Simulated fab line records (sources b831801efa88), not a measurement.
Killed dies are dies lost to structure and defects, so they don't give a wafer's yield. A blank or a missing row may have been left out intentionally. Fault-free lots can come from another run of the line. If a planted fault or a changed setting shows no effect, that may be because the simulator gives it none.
fab line records ; flow sky130 ; part 2 of 2: steps 27 to 35 of 35
record lots=5; wafers=15; lastDay=50
route steps=708 shown VIA2@522 METAL3@532 CAPM@537
lots that met no fault: taken from a fault-free run of the same line
startH: the number of hours between the record's first day and the start of the first shown wafer of the lot ; waitH: hours elapsed since this lot's preceding step ; " identical to the entry in the row above ; L1.1+2: a row that stands for several wafers ; - no value, or no start given ; * or withheld: withheld ; < > ~ a bound
route shown NAME@n: NAME is a module with steps in the file, n the number in the route of the first one ; usual: mean and standard deviation over wafers with no fault ; same: alike in all rows ; chamber/n: place in a boat ; sites: the reading at each site ; _std_site: standard deviation of those values ; _edge_site: the outer-site mean with the inner-site mean subtracted ; radiusMm: how far each site lies from the wafer's centre ; mask NAME#n: copy n ; behind: the most recent tool/chamber to have shaped the wafer ; hold: why the lot went on hold/how many hours it stayed there/how the hold came to an end ; device: the transistor (n, p or np) that didn't switch ; end of line: at the end of the route, the tests of the same wafers ; for a step that has no rows: nothing shown but its recipe ; killed: the dies lost at the first sort to structure and to defects; this is not the yield of the wafer ; map: shows each die of a wafer: x if killed, . if not, _ if none is there
set.NAME: the run value of the setting; set.NAME@STEP: its run value at that earlier step ; model.NAME: the simulator's own value behind a step, which no gauge read
a table for each step, a row for each wafer; lots at some steps of the route
services: when a tool's chamber went out of use (startH, in hours from the record's first day, below 0 if earlier), for how many hours, and the reason
## steps
# step SKY_CAPM_DEVELOP_11
# recipe resist=NOVOLAK; developer=TMAH; developTimeS=60; devTempC=23
# usual developerTempC=22.98/0.11; exhaustPa=45.1/0.82
lot.wafer;tool;chamber;startH;waitH;developerTempC;exhaustPa
L074.2;lithoTrack-02;0;880.72;0.1;22.93;46.3
L074.3;lithoTrack-02;0;880.72;0.1;23.07;45.3
L074.4;lithoTrack-02;0;880.72;0.1;22.86;45.4
L077.3;lithoTrack-02;0;893.39;0.1;23.04;44.0
L077.4;lithoTrack-02;0;893.39;0.1;22.93;45.0
L077.6;lithoTrack-02;0;893.39;0.1;22.99;43.4
L091.2;lithoTrack-04;0;1008.32;0.1;22.88;43.7
L091.4;lithoTrack-04;0;1008.32;0.1;23.00;45.0
L091.5;lithoTrack-04;0;1008.32;0.1;22.84;43.6
L094.1;lithoTrack-02;0;1018.09;0.1;22.68;45.3
L094.2;lithoTrack-02;0;1018.09;0.1;22.83;45.4
L094.3;lithoTrack-02;0;1018.09;0.1;22.83;45.6
L096.2;lithoTrack-04;0;1032.22;0.1;22.97;45.5
L096.3;lithoTrack-04;0;1032.22;0.1;23.26;46.0
L096.5;lithoTrack-04;0;1032.22;0.1;23.11;45.0
# step SKY_CAPM_OVL_MEAS_12
# usual CAPM_OVL=-0.3/1.5
lot.wafer;tool;chamber;startH;waitH;CAPM_OVL[nm]
L074.2;overlay-02;-;880.85;0.1;-0.5
L074.3;overlay-02;-;880.85;0.1;-1.4
L074.4;overlay-02;-;880.85;0.1;-0.8
L077.3;overlay-01;-;893.50;0.1;-3.5
L077.4;overlay-01;-;893.50;0.1;-2.2
L077.6;overlay-01;-;893.50;0.1;-1.4
L091.2;overlay-01;-;1008.45;0.1;-1.1
L091.4;overlay-01;-;1008.45;0.1;-1.9
L091.5;overlay-01;-;1008.45;0.1;-1.0
L094.1;overlay-02;-;1018.24;0.1;0.1
L094.2;overlay-02;-;1018.24;0.1;-0.4
L094.3;overlay-02;-;1018.24;0.1;-0.7
L096.2;overlay-02;-;1032.35;0.1;-3.9
L096.3;overlay-02;-;1032.35;0.1;-2.4
L096.5;overlay-02;-;1032.35;0.1;-3.1
# step SKY_CAPM_METAL_ETCH_13
# recipe targetDepthNm=220; stopOn=SiO2; chemistry=Cl2/BCl3; target=TiN; pressureMtorr=10; icpW=900; biasW=48.5; Cl2_flow_sccm=60; bcl3FlowSccm=30; timeS=62.9
# usual bcl3FlowSccm=30.00/0.094; drypumpMotorCurrentA=5.5/0.45; oesProductAu=0.941/0.0074; throttleValvePct=21.902/0.01
lot.wafer;tool;chamber;startH;waitH;bcl3FlowSccm;drypumpMotorCurrentA;oesProductAu;rfHoursCounterH;throttleValvePct
L074.2;rieMetal-03;1;880.88;0.0;29.88;5.9;0.951;1;21.880
L074.3;rieMetal-03;1;880.88;0.0;29.84;5.9;0.944;-;21.896
L074.4;rieMetal-03;0;880.88;0.0;30.03;4.9;0.932;-;21.923
L077.3;rieMetal-01;1;893.55;0.0;30.13;5.1;0.945;-;21.896
L077.4;rieMetal-01;0;893.55;0.0;30.03;5.5;0.944;-;21.897
L077.6;rieMetal-01;0;893.55;0.0;30.07;5.5;0.946;-;21.911
L091.2;rieMetal-01;1;1008.48;0.0;30.10;5.1;0.943;14;21.899
L091.4;rieMetal-01;0;1008.48;0.0;29.90;5.5;0.946;-;21.911
L091.5;rieMetal-01;0;1008.48;0.0;30.04;5.5;0.946;-;21.918
L094.1;rieMetal-03;1;1018.28;0.0;30.02;5.9;0.940;8;21.914
L094.2;rieMetal-03;0;1018.28;0.0;30.13;4.8;0.949;16;21.891
L094.3;rieMetal-03;0;1018.28;0.0;29.94;4.9;0.946;-;21.899
L096.2;rieMetal-02;0;1032.38;0.0;29.97;6.2;0.939;16;21.893
L096.3;rieMetal-02;1;1032.38;0.0;29.95;5.7;0.945;-;21.906
L096.5;rieMetal-02;0;1032.38;0.0;30.00;6.2;0.944;-;21.906
# step SKY_CAPM_STRIP_14
# recipe chemistry=O2/N2; powerW=1400; pressureMtorr=1500; platenTempC=withheld; o2FlowSccm=3000; n2FlowSccm=300; overashFraction=0.5
# usual drypumpMotorCurrentA=5.5/0.35; n2FlowSccm=300.0/0.76; o2FlowSccm=3000/8.6; oesProductAu=0.710/0.0043; stripTimeToEndpointS=12.66/0.039
lot.wafer;tool;chamber;startH;waitH;drypumpMotorCurrentA;n2FlowSccm;o2FlowSccm;oesProductAu;rfHoursCounterH;stripTimeToEndpointS
L074.2;plasmaAsher-04;0;880.95;0.1;5.3;301.2;2994;0.707;110;12.62
L074.3;plasmaAsher-04;0;880.95;0.1;5.4;300.6;3002;0.709;-;12.62
L074.4;plasmaAsher-04;1;880.95;0.1;5.0;300.1;3019;0.712;-;12.59
L077.3;plasmaAsher-04;1;893.64;0.1;5.0;298.5;2995;0.700;-;12.62
L077.4;plasmaAsher-04;0;893.64;0.1;5.4;300.2;2998;0.713;-;12.70
L077.6;plasmaAsher-04;0;893.64;0.1;5.3;299.2;3007;0.722;-;12.73
L091.2;plasmaAsher-04;0;1008.55;0.1;5.3;299.8;2991;0.710;122;12.62
L091.4;plasmaAsher-04;1;1008.55;0.1;5.0;300.4;2990;0.707;-;12.61
L091.5;plasmaAsher-04;1;1008.55;0.1;5.0;301.0;3006;0.707;-;12.66
L094.1;plasmaAsher-01;0;1018.35;0.1;5.4;299.7;3007;0.714;91;12.63
L094.2;plasmaAsher-01;1;1018.35;0.1;5.5;299.1;2997;0.716;91;12.63
L094.3;plasmaAsher-01;1;1018.35;0.1;5.5;301.3;3015;0.713;-;12.68
L096.2;plasmaAsher-04;0;1032.45;0.1;5.3;300.9;2993;0.714;125;12.66
L096.3;plasmaAsher-04;1;1032.45;0.1;5.0;299.4;3004;0.701;-;12.66
L096.5;plasmaAsher-04;0;1032.45;0.1;5.3;301.1;2987;0.715;-;12.69
# step SKY_CAPM_STRIP_15
# recipe chemistry=postEtchResidueRemover; timeS=1200; tempC=72.5
lot.wafer;tool;chamber;startH;waitH
L074.2+3+4;wetBench-01;2;881.05;0.1
L077.3+4+6;wetBench-01;3;893.70;0.0
L091.2+4+5;wetBench-02;3;1008.65;0.1
L094.1+2+3;wetBench-02;1;1018.45;0.1
L096.2+3+5;wetBench-01;1;1032.68;0.2
# step SKY_CAPM_CLEAN_16
# recipe chemistry=IPA; timeS=180; tempC=25
lot.wafer;tool;chamber;startH;waitH
L074.2+3+4;wetBench-02;3;881.40;0.0
L077.3+4+6;wetBench-02;1;894.05;0.0
L091.2+4+5;wetBench-04;3;1009.00;0.0
L094.1+2+3;wetBench-02;1;1018.80;0.0
L096.2+3+5;wetBench-02;2;1033.36;0.0
# step SKY_CAPM_CLEAN_17
# recipe chemistry=O3/DIW; dry=n2Spin
lot.wafer;tool;chamber;startH;waitH
L074.2+3+4;wetBench-04;2;881.45;0.0
L077.3+4+6;wetBench-04;3;894.10;0.0
L091.2+4+5;wetBench-01;1;1009.05;0.0
L094.1+2+3;wetBench-04;1;1018.85;0.0
L096.2+3+5;wetBench-04;3;1033.42;0.0
# step SKY_METAL3_DEHYDRATE_05
# recipe tempC=200; timeS=60
# usual exhaustPa=45.1/0.97; heaterPowerTotalW=160.38/0.14
lot.wafer;tool;chamber;startH;waitH;exhaustPa;heaterPowerTotalW
L074.2;lithoTrack-03;0;893.80;12.2;44.3;160.46
L074.3;lithoTrack-03;0;893.80;12.2;45.1;160.40
L074.4;lithoTrack-03;0;893.80;12.2;44.3;160.50
L077.3;lithoTrack-03;0;906.33;12.1;45.0;160.34
L077.4;lithoTrack-03;0;906.33;12.1;44.7;160.24
L077.6;lithoTrack-03;0;906.33;12.1;45.7;160.61
L091.2;lithoTrack-03;0;1019.85;10.6;46.1;160.31
L091.4;lithoTrack-03;0;1019.85;10.6;44.8;160.33
L091.5;lithoTrack-03;0;1019.85;10.6;45.0;160.19
L094.1;lithoTrack-04;0;1029.74;10.8;44.4;160.33
L094.2;lithoTrack-04;0;1029.74;10.8;43.5;160.28
L094.3;lithoTrack-04;0;1029.74;10.8;43.7;160.23
L096.2;lithoTrack-04;0;1043.82;10.3;45.5;160.58
L096.3;lithoTrack-04;0;1043.82;10.3;46.3;160.25
L096.5;lithoTrack-04;0;1043.82;10.3;45.9;160.15
# step SKY_METAL3_HMDS_06
# recipe primeTimeS=60; primeTempC=120
# usual exhaustPa=45.1/0.8
# same primeTimeS=60
lot.wafer;tool;chamber;startH;waitH;exhaustPa
L074.2;lithoTrack-03;0;893.95;0.1;46.6
L074.3;lithoTrack-03;0;893.95;0.1;45.5
L074.4;lithoTrack-03;0;893.95;0.1;45.1
L077.3;lithoTrack-03;0;906.48;0.1;46.1
L077.4;lithoTrack-03;0;906.48;0.1;44.6
L077.6;lithoTrack-03;0;906.48;0.1;45.2
L091.2;lithoTrack-03;0;1020.00;0.1;45.4
L091.4;lithoTrack-03;0;1020.00;0.1;45.7
L091.5;lithoTrack-03;0;1020.00;0.1;45.7
L094.1;lithoTrack-04;0;1029.89;0.1;45.2
L094.2;lithoTrack-04;0;1029.89;0.1;45.6
L094.3;lithoTrack-04;0;1029.89;0.1;45.0
L096.2;lithoTrack-04;0;1043.97;0.1;45.1
L096.3;lithoTrack-04;0;1043.97;0.1;44.6
L096.5;lithoTrack-04;0;1043.97;0.1;44.6
## services
tool;chamber;startH;hours;kind
ilineStepper-02;-;834.64;12.7;repair
cvdW-02;1;842.61;5.9;repair
pvdSputter-02;-;850.15;3.1;repair
wetBench-02;-;853.25;2.6;repair
cvdW-02;1;860.00;6.6;repair
cmp-01;-;863.16;3.6;pm
pvdSputter-02;-;875.12;3.2;repair
cmp-01;-;879.30;8.8;pm
plasmaAsher-01;-;881.68;0.9;repair
ilineStepper-02;-;885.02;1.7;pm
rieDiel-02;0;891.27;9.9;repair
plasmaAsher-01;-;896.61;2.8;repair
pvdSputter-03;-;899.86;5.1;repair
wetBench-02;-;899.92;3.6;repair
pvdSputter-01;-;900.93;0.5;repair
cvdW-02;-;904.00;14.0;pm
wetBench-01;-;911.24;1.0;repair
cmp-01;-;912.00;4.0;pm
cmp-01;-;925.33;0.3;repair
rieDiel-02;-;946.75;1.4;repair
pvdSputter-01;-;952.13;3.7;repair
plasmaAsher-04;-;973.38;1.3;repair
pvdSputter-02;-;980.88;2.7;repair
wetBench-02;-;1030.83;1.9;pm
